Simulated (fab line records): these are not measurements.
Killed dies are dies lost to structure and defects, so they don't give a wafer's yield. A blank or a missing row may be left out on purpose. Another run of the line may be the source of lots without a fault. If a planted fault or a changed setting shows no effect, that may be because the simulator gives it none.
8D (eight disciplines) problem report, filled in by code ; flow sfq-line ; the parts of the form that need people (team, actions taken, sign-off) are left out

== 1. PROBLEM STATEMENT ==
Mean M0_NB_RS at SFQ_M0_RS_MEAS_904: 0.972 ohm/sq over 2 wafers in 2 lots; fault-free wafers: 0.886 ohm/sq, standard deviation 0.011. That puts it +7.8 standard deviations away from the usual mean.
The step: measures by four-point-probe.
The first sign was on wafer L449.2 at day 9 10:47, on film-metro-02. The record holds 42 wafers of 14 lots with a number at this step. The rule behind "out" and "out of limits": a value lying over 4 standard deviations away from the usual mean. All remaining wafers that have a number are taken as sound.

== 2. WHAT IT IS AND WHAT IT IS NOT ==
question;is;is not
which readings at this step;M0_NB_RS;-
which lots;L449, L452;L435, L437, L439, L440, L441, L443, L444, L445, L446, L448, L453, L456
which wafers of those lots;L449.2, L452.4;L449.5, L449.6, L452.2, L452.3
read on which gauges;film-metro-01, film-metro-02;film-metro-03
when;from day 9 10:47;"up to then (32 sound wafers); but 8 sound wafers of L452, L453, L456 came after"

== 3. SUSPECTS, AND WHAT RULES EACH OUT ==
Counting: any tool at a process step up to the reading remains a suspect provided it ran every lot that is out. Sound lots after the first of them don't rule it out here, since some wafers of a struck lot are sound.
- the gauge at SFQ_M0_RS_MEAS_904 is ruled out. The wafers that are out were read on 2 gauges (film-metro-01, film-metro-02).
- pvd-sputter-04 at SFQ_TRILAYER_M0_DEP_SPUTTER_019 (material Nb, target thk 200 nm, time 133.3 s): kept. Every lot that is out went through it, the first being L449 (day 9 10:41); the last sound lot it ran before that was L446 (day 8 20:28).
After counting, what remains is pvd-sputter-04 at SFQ_TRILAYER_M0_DEP_SPUTTER_019.

== 4. THE CAUSE (what the simulator had put in) ==
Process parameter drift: pvd-sputter-04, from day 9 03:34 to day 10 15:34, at SFQ_TRILAYER_M0_DEP_SPUTTER_019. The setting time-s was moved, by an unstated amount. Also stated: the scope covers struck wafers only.
Only this tool survived the counting.

== 5. THE EFFECT CHAIN, in route order ==
Each row: a reading whose mean over the struck wafers that have a number lies more than 3 standard deviations from the usual. Only readings for which the record gives a usual standard deviation are gone through. hours: the time from each lot's start at the first step in this table that gives one to its start at this step, as a median over the lots. sigmas: the change in usual standard deviations.
hours;step;reading;usual;on struck wafers;change;sigmas
0;SFQ_M0_RS_MEAS_904;M0_NB_RS;0.886 ohm/sq;0.972;+0.086;+7.8
54;SFQ_TRILAYER_M0_ETCH_METAL_ETCH_024;oes-product-au;0.895 a.u.;0.850;-0.045;-6.0
It contains these process steps:
- SFQ_TRILAYER_M0_ETCH_METAL_ETCH_024: etches Nb in Cl2/Ar, stops on SiO2, target depth 240 nm, time 120 s.

== 6. HOW IT WOULD HAVE BEEN CAUGHT EARLIER ==
Counted from the fault's start at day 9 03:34, it took 7 hours until the first out-of-limits reading at a measuring or inspecting step in this record, taken at day 9 10:47.
Of the tool readings at SFQ_TRILAYER_M0_DEP_SPUTTER_019 for which the record gives a usual standard deviation, none was out on any struck wafer, so an alarm limit of 4 standard deviations on them would not have fired.
L452, from the lots that are out (2), started SFQ_TRILAYER_M0_DEP_SPUTTER_019 on pvd-sputter-04 later than day 9 10:47. Had the tool been put on hold then, it would have been spared.
